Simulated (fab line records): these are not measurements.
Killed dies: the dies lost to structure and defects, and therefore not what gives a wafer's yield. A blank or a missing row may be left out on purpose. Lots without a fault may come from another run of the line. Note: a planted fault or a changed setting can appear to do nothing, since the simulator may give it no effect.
Problem report, 8D (eight disciplines) form, completed by code -- flow sky130 -- the parts of the form that need people (team, actions taken, sign-off) are left out

1. WHAT WENT WRONG
VT_ADJUST_LVTN_01_OVL at SKY_VT_ADJUST_LVTN_OVL_MEAS_18 reads a mean of 184.0 nm on 12 wafers of 4 lots; wafers without a fault read -0.1 nm with a standard deviation of 1.3. That is +99 or more standard deviations from the usual mean.
Earliest sighting: wafer L607.2 on overlay-02 at day 11 01:44. The record has a number at this step for 36 wafers belonging to 12 lots. The rule behind "out" and "out of limits": a value lying over 4 standard deviations away from the usual mean. Any other wafer with a number is counted as sound.

2. WHAT IT IS AND WHAT IT IS NOT
question,is,is not
which readings at this step,VT_ADJUST_LVTN_01_OVL,-
which lots,"L607, L608, L609, L610","L596, L597, L599, L600, L602, L603, L604, L613"
which wafers of those lots,all that have a number,-
read on which gauges,overlay-02,overlay-01
when,from day 11 01:44,up to then (21 sound wafers); but 3 sound wafers of L613 came after

3. SUSPECTS, AND WHAT RULES EACH OUT
Counting: a tool stays on the suspect list if, at a process step up to the reading, it processed all lots that are out and no sound lot following the first of them.
- the gauge at SKY_VT_ADJUST_LVTN_OVL_MEAS_18: kept. All the wafers that are out were read on overlay-02, and no step on other tools shows them out.
- iline-stepper-02 at SKY_VT_ADJUST_LVTN_EXPOSE_15 (exposes mask HVN STD DERIVED, target cd 600 nm): kept. It ran every lot that is out, first L607 (day 10 15:07), and no sound lot after that; its last sound lot up to then is L604 (day 9 22:57).
What counting leaves: iline-stepper-02 at SKY_VT_ADJUST_LVTN_EXPOSE_15 and overlay-02 at SKY_VT_ADJUST_LVTN_OVL_MEAS_18.

4. THE CAUSE (what the simulator had put in)
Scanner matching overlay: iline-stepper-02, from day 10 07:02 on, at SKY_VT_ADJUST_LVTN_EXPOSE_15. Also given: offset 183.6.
Of the 2 suspects that counting leaves, this tool is one.

5. SEQUENCE OF EFFECTS, ordered by route
Rows list readings where the struck wafers' mean (over those with a number) sits beyond 3 standard deviations from the usual. Only readings for which the record gives a usual standard deviation are gone through. hours: the time from each lot's start at the first step in this table that gives one to its start at this step, as a median over the lots. sigmas: the change in usual standard deviations.
hours,step,reading,usual,on struck wafers,change,sigmas
0,SKY_VT_ADJUST_LVTN_OVL_MEAS_18,VT_ADJUST_LVTN_01_OVL,-0.1 nm,184.0,+184.1,+99 or more
Later measuring or inspecting steps at which every struck wafer that the step has a row for has a number for every such reading, and none has moved that far: SKY_VT_ADJUST_LVTN_TW_MEAS_21, SKY_VT_ADJUST_PCH_OVL_MEAS_07.

6. HOW IT WOULD HAVE BEEN CAUGHT EARLIER
19 hours passed between the start of the fault at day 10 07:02 and the first reading out of limits at a measuring or inspecting step in this record, taken at day 11 01:44.
Lots out: 4; of these, L610 started SKY_VT_ADJUST_LVTN_EXPOSE_15 on iline-stepper-02 after day 11 01:44. It would have been spared by a hold on the tool at that moment.
